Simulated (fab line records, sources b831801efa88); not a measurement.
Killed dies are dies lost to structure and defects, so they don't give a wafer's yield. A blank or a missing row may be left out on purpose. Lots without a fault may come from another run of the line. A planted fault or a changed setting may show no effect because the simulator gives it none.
fab line records | flow gf180mcu
record lots=14 wafers=42 last_day=34
route steps=602 shown STI@3 DNWELL@36
lots that met no fault: from a run of the same line without faults
start_h: hours from the record's first day to the start of the lot's first wafer shown | wait_h: hours since the lot's step before | " the same as in the row above | L1.1+2: a row that stands for several wafers | - no value, or no start given | * or withheld: withheld | < > ~ a bound
route shown NAME@n: a module of which the file shows steps, and the number in the route of the first | usual: mean/standard deviation of fault-free wafers | same: alike in all rows | chamber/n: place in a boat | sites: the reading at each site | _std_site: their standard deviation | _edge_site: outer sites' mean less inner sites' | radius_mm: how far each site lies from the wafer's centre | mask NAME#n: copy n | behind: the tool/chamber that last shaped the wafer | hold: why the lot was held/for how many hours/how that ended | device: the transistor (n, p or np) that didn't switch | end of line: the same wafers' tests at the end of the route | a step without rows: its recipe alone | killed: dies lost to structure and defects at the first sort, not the wafer's yield | map: a wafer's dies, x killed, . not, _ none there
set.NAME: the setting as run; set.NAME@STEP: as run at that earlier step | model.NAME: the simulator's own value behind a step, which no gauge read
steps of the route over a sample of lots; a table a step, a row a wafer
services: from which hour (start_h, from the record's first day; less than 0 if before it) a tool's chamber was out of use, for how many hours, and why
## steps
# step GF_STI_THK_MEAS_02
# recipe reads=SiO2_of_STI_OXIDATION_01
# usual STI_OXIDATION_THK=10.00/0.21
# columns lot.wafer tool chamber start_h wait_h STI_OXIDATION_THK[nm]
L271.1 film_metro-03 - 18.38 0.0 9.63
L271.2 " - " " 9.90
L271.3 " - " " 9.76
L272.2 film_metro-02 - 22.36 0.0 10.20
L272.5 " - " " 10.02
L272.6 " - " " 9.96
L275.1 film_metro-03 - 37.28 0.0 10.04
L275.3 " - " " 10.05
L275.4 " - " " 9.92
L276.2 film_metro-01 - 42.37 0.0 9.99
L276.3 " - " " 10.07
L276.4 " - " " 10.13
L278.1 film_metro-03 - 51.51 0.0 10.27
L278.3 " - " " 10.30
L278.4 " - " " 10.35
L279.1 film_metro-02 - 56.51 0.0 9.87
L279.4 " - " " 10.06
L279.5 " - " " 9.89
L280.1 film_metro-02 - 61.91 0.0 10.35
L280.3 " - " " 10.37
L280.4 " - " " 10.36
L281.2 film_metro-01 - 66.71 0.0 10.19
L281.5 " - " " 10.23
L281.6 " - " " 10.30
L282.1 film_metro-02 - 71.51 0.0 10.22
L282.3 " - " " 10.13
L282.5 " - " " 10.12
L283.1 film_metro-02 - 77.38 0.0 9.94
L283.3 " - " " 9.90
L283.4 " - " " 9.83
L286.3 film_metro-02 - 91.56 0.0 9.58
L286.4 " - " " 9.71
L286.5 " - " " 9.75
L287.3 film_metro-03 - 96.74 0.0 10.02
L287.4 " - " " 10.06
L287.6 " - " " 9.96
L291.4 film_metro-03 - 116.54 0.0 10.26
L291.5 " - " " 10.19
L291.6 " - " " 10.28
L293.1 film_metro-03 - 126.51 0.0 9.98
L293.2 " - " " 10.04
L293.3 " - " " 9.88
# step GF_STI_ETCH_14
# recipe target=Si chemistry=HBr/Cl2/O2 target_depth_nm=360 icp_w=600 bias_w=150 pressure_mtorr=15 HBr_flow_sccm=150 Cl2_flow_sccm=40 O2_flow_sccm=6 time_s=102.9
# usual bias_w=150.0/0.4 chamber_pressure_mTorr=15.001/0.013 drypump_motor_current_A=5.8/0.33 oes_product_au=0.998/0.0089 throttle_valve_pct=25.658/0.01
# columns lot.wafer tool chamber start_h wait_h bias_w chamber_pressure_mTorr drypump_motor_current_A oes_product_au rf_hours_counter_h throttle_valve_pct
L271.1 rie_si-01 1 32.80 0.0 150.2 15.013 5.2 0.986 36 25.667
L271.2 " 3 " " 149.8 14.987 5.7 1.004 79 25.652
L271.3 " 0 " " 150.2 15.004 5.8 1.005 45 25.667
L272.2 rie_si-02 1 36.59 0.0 149.3 15.013 6.2 1.002 78 25.649
L272.5 " 3 " " 150.7 15.006 5.9 1.010 - 25.645
L272.6 " 1 " " 149.5 15.022 6.2 1.012 - 25.656
L275.1 rie_si-02 1 51.69 0.0 149.7 14.988 6.2 0.993 79 25.648
L275.3 " 3 " " 149.8 14.979 5.9 0.989 0 25.633
L275.4 " 2 " " 150.2 14.999 5.6 0.979 3 25.692
L276.2 rie_si-01 0 57.49 0.0 149.5 14.991 5.8 0.995 45 25.672
L276.3 " 3 " " 150.2 14.995 5.7 1.004 79 25.654
L276.4 " 1 " " 150.3 15.025 5.2 0.985 36 25.661
L278.1 rie_si-01 2 66.49 0.0 151.0 15.025 6.3 0.990 83 25.665
L278.3 " 3 " " 150.6 14.989 5.7 0.994 79 25.656
L278.4 " 0 " " 149.7 14.980 5.8 1.014 46 25.666
L279.1 rie_si-02 0 71.69 0.0 150.4 15.003 5.9 1.006 0 25.654
L279.4 " 2 " " 149.8 15.006 5.6 0.997 3 25.644
L279.5 " 2 " " 150.5 15.009 5.6 1.002 - 25.666
L280.1 rie_si-01 2 78.74 0.0 149.6 15.014 6.3 1.021 83 25.651
L280.3 " 3 " " 149.9 15.008 5.7 1.003 79 25.657
L280.4 " 1 " " 150.5 15.007 5.2 1.003 37 25.657
L281.2 rie_si-02 1 82.89 0.0 150.1 15.005 6.2 0.994 79 25.666
L281.5 " 3 " " 150.3 15.004 5.9 0.999 - 25.639
L281.6 " 0 " " 149.7 15.004 5.9 0.990 - 25.656
L282.1 rie_si-02 2 86.89 0.0 149.9 14.982 5.6 0.990 3 25.663
L282.3 " 0 " " 150.2 14.989 5.9 1.001 0 25.649
L282.5 " 3 " " 150.0 14.999 5.9 1.006 - 25.653
L283.1 rie_si-02 1 93.04 0.0 149.6 14.996 6.2 0.986 79 25.675
L283.3 " 0 " " 149.8 14.991 5.9 0.998 0 25.638
L283.4 " 3 " " 149.8 15.021 5.9 1.007 1 25.663
L286.3 rie_si-01 3 108.39 0.0 150.2 14.987 5.7 1.000 80 25.655
L286.4 " 2 " " 150.1 15.004 6.3 1.005 83 25.645
L286.5 " 1 " " 149.7 14.981 5.2 0.988 - 25.667
L287.3 rie_si-01 0 114.54 0.0 149.8 15.001 5.8 1.004 46 25.656
L287.4 " 2 " " 149.3 15.011 6.3 1.003 83 25.659
L287.6 " 1 " " 150.3 14.986 5.2 0.984 - 25.654
L291.4 rie_si-02 0 133.84 0.0 149.6 15.008 5.9 1.010 1 25.653
L291.5 " 3 " " 150.0 15.008 5.9 0.997 - 25.659
L291.6 " 0 " " 150.1 15.022 5.9 0.997 - 25.655
L293.1 rie_si-01 2 144.19 0.0 150.8 14.997 6.4 0.983 84 25.671
L293.2 " 3 " " 150.4 15.004 5.7 1.006 80 25.655
L293.3 " 0 " " 149.1 14.996 5.8 0.995 46 25.681
# step GF_STI_CMP_25
# recipe stop_on=Si3N4 t_overpolish_s=33 down_force_psi=4 platen_rpm=60 target_thk_nm=524.6 pad_velocity_m_s=0.94248
# usual motor_current_A=11.4/0.98 overpolish_run_s=33.002/0.0094 time_to_endpoint_s=121/4.3
# same t_overpolish_s=33
# columns lot.wafer tool chamber start_h wait_h motor_current_A overpolish_run_s time_to_endpoint_s
L271.1 cmp-01 0 36.13 0.1 10.0 33.013 116
L271.3 " 1 " " 11.5 33.012 120
L271.2 " 2 " " 10.4 33.010 120
L272.2 cmp-02 2 39.75 0.1 11.4 33.000 116
L272.6 " 1 " " 12.8 33.012 120
L272.5 " 2 " " 10.4 33.007 112
L275.4 cmp-01 3 53.54 0.0 12.1 33.007 115
L275.1 " 1 " " 11.6 33.008 117
L275.3 " 2 " " 11.5 33.006 125
L276.2 cmp-01 1 59.37 0.0 11.7 33.013 119
L276.4 " 2 " " 11.1 33.018 124
L276.3 " 0 " " 9.5 33.000 122
L278.4 cmp-02 2 68.97 0.0 11.6 33.010 125
L278.3 " 3 " " 11.2 33.005 121
L278.1 " 0 " " 12.6 32.996 124
L279.4 cmp-01 0 73.54 0.0 9.8 33.001 126
L279.1 " 1 " " 11.4 33.002 125
L279.5 " 1 " " 11.7 33.006 118
L280.4 cmp-02 0 81.18 0.0 12.2 32.968 121
L280.3 " 2 " " 11.3 32.995 112
L280.1 " 3 " " 11.8 32.992 117
L281.2 cmp-02 0 84.90 0.2 12.3 32.988 118
L281.5 " 1 " " 12.8 33.017 114
L281.6 " 2 " " 11.2 32.983 114
L282.1 cmp-01 3 90.23 0.1 12.3 32.986 123
L282.3 " 2 " " 10.8 33.004 122
L282.5 " 0 " " 9.6 32.992 122
L283.4 cmp-01 0 94.91 0.0 9.6 33.011 123
L283.3 " 1 " " 11.1 33.009 120
L283.1 " 2 " " 10.7 32.990 122
L286.3 cmp-02 1 110.27 0.0 13.3 33.005 121
L286.4 " 3 " " 11.3 33.007 119
L286.5 " 2 " " 11.2 33.004 114
L287.3 cmp-01 3 116.60 0.2 11.6 33.008 123
L287.4 " 0 " " 10.1 33.004 126
L287.6 " 2 " " 10.5 33.012 125
L291.4 cmp-02 3 135.80 0.1 11.6 33.016 126
L291.5 " 1 " " 12.6 33.009 127
L291.6 " 2 " " 11.5 33.007 124
L293.3 cmp-01 3 146.04 0.0 11.5 33.005 117
L293.2 " 0 " " 9.3 32.992 122
L293.1 " 2 " " 11.0 33.005 121
# step GF_DNWELL_EXPOSE_04
# recipe mask_id=DNWELL target_cd_nm=1700 na=0.6 source_shape=conventional sigma_outer=0.6 dose_mj=265.4
# usual exposure_dose_mJ_cm2=265.40/0.26 focus_offset_nm=-0.1/0.51
# columns lot.wafer tool chamber start_h wait_h mask exposure_dose_mJ_cm2 focus_offset_nm
L271.1 iline_stepper-01 0 44.90 - DNWELL#0 265.74 0.6
L271.2 " 0 " " DNWELL#0 265.31 0.1
L271.3 " 0 " " DNWELL#0 265.37 -0.4
L272.2 iline_stepper-02 0 50.12 - DNWELL#0 265.04 -0.4
L272.5 " 0 " " DNWELL#0 265.17 -0.8
L272.6 " 0 " " DNWELL#0 265.37 0.0
L275.1 iline_stepper-01 0 62.77 - DNWELL#0 265.59 -0.4
L275.3 " 0 " " DNWELL#0 265.45 -1.0
L275.4 " 0 " " DNWELL#0 265.37 0.2
L276.2 iline_stepper-02 0 70.04 - DNWELL#0 265.78 1.1
L276.3 " 0 " " DNWELL#0 265.17 -0.2
L276.4 " 0 " " DNWELL#0 265.45 -0.3
L278.1 iline_stepper-02 0 78.32 - DNWELL#0 265.18 0.1
L278.3 " 0 " " DNWELL#0 265.04 0.2
L278.4 " 0 " " DNWELL#0 265.09 0.2
L279.1 iline_stepper-02 0 83.30 - DNWELL#0 265.60 -0.2
L279.4 " 0 " " DNWELL#0 265.07 0.0
L279.5 " 0 " " DNWELL#0 265.37 -1.5
L280.1 iline_stepper-01 0 91.07 - DNWELL#0 265.53 -0.1
L280.3 " 0 " " DNWELL#0 265.48 0.1
L280.4 " 0 " " DNWELL#0 265.71 0.1
L281.2 iline_stepper-01 0 95.85 - DNWELL#0 265.78 0.5
L281.5 " 0 " " DNWELL#0 265.51 -0.2
L281.6 " 0 " " DNWELL#0 265.56 0.9
L282.1 iline_stepper-02 0 101.29 - DNWELL#0 265.06 0.1
L282.3 " 0 " " DNWELL#0 265.33 -0.5
L282.5 " 0 " " DNWELL#0 265.19 0.0
L283.1 iline_stepper-01 0 105.12 - DNWELL#0 265.31 -0.1
L283.3 " 0 " " DNWELL#0 265.84 -0.5
L283.4 " 0 " " DNWELL#0 265.74 -0.2
L286.3 iline_stepper-01 - 120.68 - DNWELL#0 - -
L286.4 " - " " DNWELL#0 - -
L286.5 " - " " DNWELL#0 - -
L287.3 iline_stepper-02 - 126.41 - DNWELL#0 - -
L287.4 " - " " DNWELL#0 - -
L287.6 " - " " DNWELL#0 - -
L291.4 iline_stepper-01 0 145.60 - DNWELL#0 265.37 0.3
L291.5 " 0 " " DNWELL#0 265.76 0.3
L291.6 " 0 " " DNWELL#0 265.25 0.2
L293.1 iline_stepper-02 0 156.59 - DNWELL#0 265.39 -0.2
L293.2 " 0 " " DNWELL#0 265.48 -0.2
L293.3 " 0 " " DNWELL#0 265.11 0.1
# step GF_DNWELL_TW_MEAS_09
# usual DNWELL_TW=1349/15
# columns lot.wafer tool chamber start_h wait_h DNWELL_TW
L271.1 film_metro-04 - 51.00 0.1 1328
L271.2 " - " " 1323
L271.3 " - " " 1328
L272.2 film_metro-03 - 56.64 0.1 1375
L272.5 " - " " 1360
L272.6 " - " " 1362
L275.1 film_metro-03 - 69.23 0.1 1352
L275.3 " - " " 1355
L275.4 " - " " 1348
L276.2 film_metro-02 - 76.86 0.1 1347
L276.3 " - " " 1351
L276.4 " - " " 1341
L278.1 film_metro-04 - 84.99 0.1 1333
L278.3 " - " " 1323
L278.4 " - " " 1324
L279.1 film_metro-02 - 90.28 0.1 1349
L279.4 " - " " 1349
L279.5 " - " " 1355
L280.1 film_metro-03 - 97.94 0.1 1363
L280.3 " - " " 1357
L280.4 " - " " 1360
L281.2 film_metro-02 - 103.00 0.1 1342
L281.5 " - " " 1344
L281.6 " - " " 1348
L282.1 film_metro-03 - 108.79 0.1 1358
L282.3 " - " " 1354
L282.5 " - " " 1357
L283.1 film_metro-03 - 112.29 0.1 1353
L283.3 " - " " 1361
L283.4 " - " " 1354
L286.3 film_metro-02 - 128.16 0.1 31
L286.4 " - " " 31
L286.5 " - " " 31
L287.3 film_metro-02 - 134.50 0.1 31
L287.4 " - " " 31
L287.6 " - " " 31
L291.4 film_metro-03 - 154.22 0.1 1369
L291.5 " - " " 1369
L291.6 " - " " 1363
L293.1 film_metro-03 - 164.49 0.1 1353
L293.2 " - " " 1356
L293.3 " - " " 1364
## services
# columns tool chamber start_h hours kind
iline_stepper-01 - 10.41 6.8 repair
rie_si-02 0 27.23 - clean
rie_si-02 0 27.23 22.1 scheduled_down
rie_si-02 0 27.23 22.1 vent_cycle
rie_si-02 3 37.14 6.6 repair
cmp-02 - 40.90 6.8 pm
rie_si-02 2 59.28 2.0 repair
cmp-02 - 64.14 4.0 pm
cmp-02 - 68.14 - consumable_replace:conditioner
cmp-02 - 68.14 - consumable_replace:pad
iline_stepper-02 - 78.47 1.7 pm
iline_stepper-01 - 99.52 1.7 pm
iline_stepper-01 0 123.43 - calibration
cmp-01 - 131.96 7.8 pm
iline_stepper-01 - 133.09 2.1 pm
iline_stepper-01 - 135.17 - consumable_replace:lamp
cmp-02 - 144.56 5.3 repair
rie_si-02 - 148.31 0.7 repair
rie_si-02 3 156.61 3.3 repair
## key
first_sign step=GF_DNWELL_EXPOSE_04 reading=tool_record direction=missing
effect step=GF_DNWELL_TW_MEAS_09 reading=DNWELL_TW direction=down sigmas=90 usual=1349 struck=31
met_at GF_DNWELL_EXPOSE_04
struck_lots L286,L287
sort_left_out L286.3,L286.4,L286.5,L287.3,L287.4,L287.6
tester_left_out L286,L287
not_acting_at GF_STI_THK_MEAS_02,GF_STI_ETCH_14,GF_STI_CMP_25
onset_between 105.12 120.68
fault kind=skipped_step_whole tool=iline_stepper-01,iline_stepper-02 chamber=- onset_h=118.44 steps=GF_DNWELL_EXPOSE_04 scope=struck_lots_only
# tester_left_out: of these lots the tester's yield and bins aren't shown, on N5 and GAA mostly nor the transistor test; their killed dies are dies lost to structure and defects alone, not to doping, threshold or leakage, so they don't give the yield
# sort_left_out: the simulated sort isn't trusted on such a fault, so these wafers' sort isn't shown, and their yield isn't known
